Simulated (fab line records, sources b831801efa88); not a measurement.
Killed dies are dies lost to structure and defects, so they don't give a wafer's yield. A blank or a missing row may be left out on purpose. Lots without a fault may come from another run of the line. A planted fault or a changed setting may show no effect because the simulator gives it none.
Chamber matching | flow sky130 | SKY_CONTACT_CMP_27 on cmp-01: 4 sister chambers
The step polishes, stops on SiO2, t overpolish 15 s, target thk 0 nm. 7 wafers are shown with their chamber, then 7 later ones without.

WAFERS WITH THEIR CHAMBER
wafer  | chamber | motor_current_A (A) | edge_zone_pressure_frac
L399.4 | 2       | 12.9                | 0.991
L400.6 | 0       | 12.2                | 0.997
L406.2 | 1       | 11.0                | 1.004
L406.3 | 0       | 11.5                | 1.002
L406.6 | 3       | 14.8                | 1.000
L409.1 | 3       | 14.7                | 0.995
L409.3 | 1       | 10.3                | 1.001

WAFERS WITHOUT THEIR CHAMBER
wafer  | motor_current_A (A) | edge_zone_pressure_frac
L409.4 | 12.3                | 0.998
L412.4 | 14.4                | 0.997
L412.5 | 15.0                | 1.003
L412.6 | 12.0                | 1.005
L413.1 | 12.8                | 0.997
L413.4 | 14.8                | 1.007
L413.6 | 11.9                | 1.003

WHICH CHAMBER EACH WENT THROUGH
wafer  | from the rows above     | in truth
L409.4 | can't be placed: 0 or 2 | 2
L412.4 | 3                       | 3
L412.5 | 3                       | 3
L412.6 | can't be placed: 0 or 1 | 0
L413.1 | can't be placed: 2 or 0 | 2
L413.4 | 3                       | 3
L413.6 | can't be placed: 0 or 1 | 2
Placed correctly: 3 of 7. Can't be placed from these rows: 4 (the true chamber is among the candidates in 3). Placed wrongly: 0.
How it was worked out, from the rows above alone: a wafer's distance from a chamber is the root of the sum, over the readings, of the square of ((its reading less the chamber's mean) divided by the reading's scatter). The wafer belongs to the nearest chamber; if the next one is less than 2 further off, it can't be placed. A chamber's mean is the mean of its shown wafers. The scatter: the root of (the sum of the squares of (reading less its chamber's mean) over the shown wafers, divided by (wafers less chambers)).
